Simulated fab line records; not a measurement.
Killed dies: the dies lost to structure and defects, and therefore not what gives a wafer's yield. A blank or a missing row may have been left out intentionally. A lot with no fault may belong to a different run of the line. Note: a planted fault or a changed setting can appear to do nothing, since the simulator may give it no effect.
A lot that was struck, set against a sound lot -- flow sky130 -- 18 steps out of a route of 708
Sound: the wafers L535.3, L535.5, L535.6. Wafers struck: L538.1, L538.2, L538.5. Last of all comes the cause.
Per side, at each step with rows, come the tool, then ch with its chambers, and then its first start. Under that, the readings that differ: sound wafers -- struck wafers -- difference of the means -- sigmas: that difference in standard deviations of wafers without a fault.
alike: readings whose means differ by less than 2 such deviations, and words and numbers that are the same on both sides. not compared: withheld readings, readings that some wafer has no value for, bounds like >300 that may hide the same value, and numbers for which the record gives no deviation and whose values overlap.
The two part at a step that has a row with sigmas, a row that says differs or no value, or rows on one side only. Non-overlapping numbers with no deviation appear without sigmas and do not part them. A reading missing from all wafers of one side parts the sides only when that side holds two or more wafers.

first, 2 steps without rows for these wafers: SKY_GATE_OXIDE_CLEAN_00 (cleans in SC1/SC2, time 150 s); SKY_GATE_OXIDE_OXIDATION_01 (stabilise 600 s, purge 300 s, target thk 10.268 nm).
SKY_GATE_OXIDE_THK_MEAS_02:
  sound: filmMetro-04 at day 17 12:17; struck: filmMetro-01 at day 18 12:26
  alike: GATE_OXIDE_OXIDATION_00_THK
then, 7 steps without rows for these wafers: SKY_GATE_OXIDE_DEHYDRATE_03 (time 60 s); SKY_GATE_OXIDE_HMDS_04 (prime time 60 s); SKY_GATE_OXIDE_COAT_05 (resist thk 1140 nm); SKY_GATE_OXIDE_SOFTBAKE_06 (time 60 s); SKY_GATE_OXIDE_EXPOSE_07 (exposes mask LVOM, target cd 600 nm); SKY_GATE_OXIDE_PEB_08; SKY_GATE_OXIDE_DEVELOP_09 (develop time 60 s).
SKY_GATE_OXIDE_OVL_MEAS_10:
  sound: overlay-02 at day 18 18:10; struck: overlay-01 at day 19 19:08
  alike: GATE_OXIDE_OVL
next, for these wafers, 1 step has no rows: SKY_GATE_OXIDE_IMPLANT_11.
SKY_GATE_OXIDE_WET_ETCH_12: etches SiO2 in dHF, target depth 16.8 nm, time 336 s.
  sound on wetBench-04 ch 0, day 18 18:21; struck on wetBench-02 ch 3, day 19 19:20
reading,sound,struck,difference,sigmas
runLengthS (s),370 370 370,117 117 117,-253,-68
model.SiO2_of_FIELD_ISO_CVD_24.thkNm (nm),366.6 365.7 364.5,379.3 378 378.8,+13.1,
SKY_GATE_OXIDE_STRIP_13: strips in O2/N2.
  sound on plasmaAsher-01 ch 0,1, day 18 18:29; struck on plasmaAsher-01 ch 0,1, day 19 19:26
  alike: drypumpMotorCurrentA, oesProductAu, stripTimeToEndpointS
  not compared: rfHoursCounterH
SKY_GATE_OXIDE_TW_MEAS_14:
  sound: filmMetro-04 at day 18 18:35; struck: filmMetro-01 at day 19 19:32
  alike: GATE_OXIDE_TW
SKY_GATE_OXIDE_CLEAN_15: cleans in SC1/SC2, time 150 s.
  sound on wetBench-04 ch 2, day 18 18:37; struck on wetBench-03 ch 0, day 19 19:35
reading,sound,struck,difference,sigmas
model.SiO2_of_FIELD_ISO_CVD_24.thkNm (nm),365.9 365 363.8,378.6 377.3 378.1,+13.1,
  alike: bathGuardTempC
then, 1 step without rows for these wafers: SKY_GATE_OXIDE_OXIDATION_16 (stabilise 600 s, purge 300 s, target thk 3.57 nm).
-- record jumps: 30 days separate the struck wafers' starts on either side; left off in module GATE_OXIDE, taken up again in module PAD_OPEN, whose first shown step is the route's number 708 --
SKY_PAD_OPEN_PROBE_99:
  sound: prober-01 at day 49 05:36; struck: prober-01 at day 49 18:53
reading,sound,struck,difference,sigmas
killedAtFrontEnd,12 6 14,429 418 430,+415,+85
killedDies,83 80 90,492 492 492,+408,+37
killedOnRim,15 21 24,96 96 96,+76,+20
  alike: killed_at_M0_to_M3, killed_at_M4_up, killedAtContacts, killedAtOther, killedOpen, killedShort

WHERE THEY PART
Earliest at SKY_GATE_OXIDE_WET_ETCH_12; latest, in this record, at SKY_PAD_OPEN_PROBE_99.

WHY: what the simulator had put in
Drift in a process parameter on wetBench-02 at SKY_GATE_OXIDE_WET_ETCH_12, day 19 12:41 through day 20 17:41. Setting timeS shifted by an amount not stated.
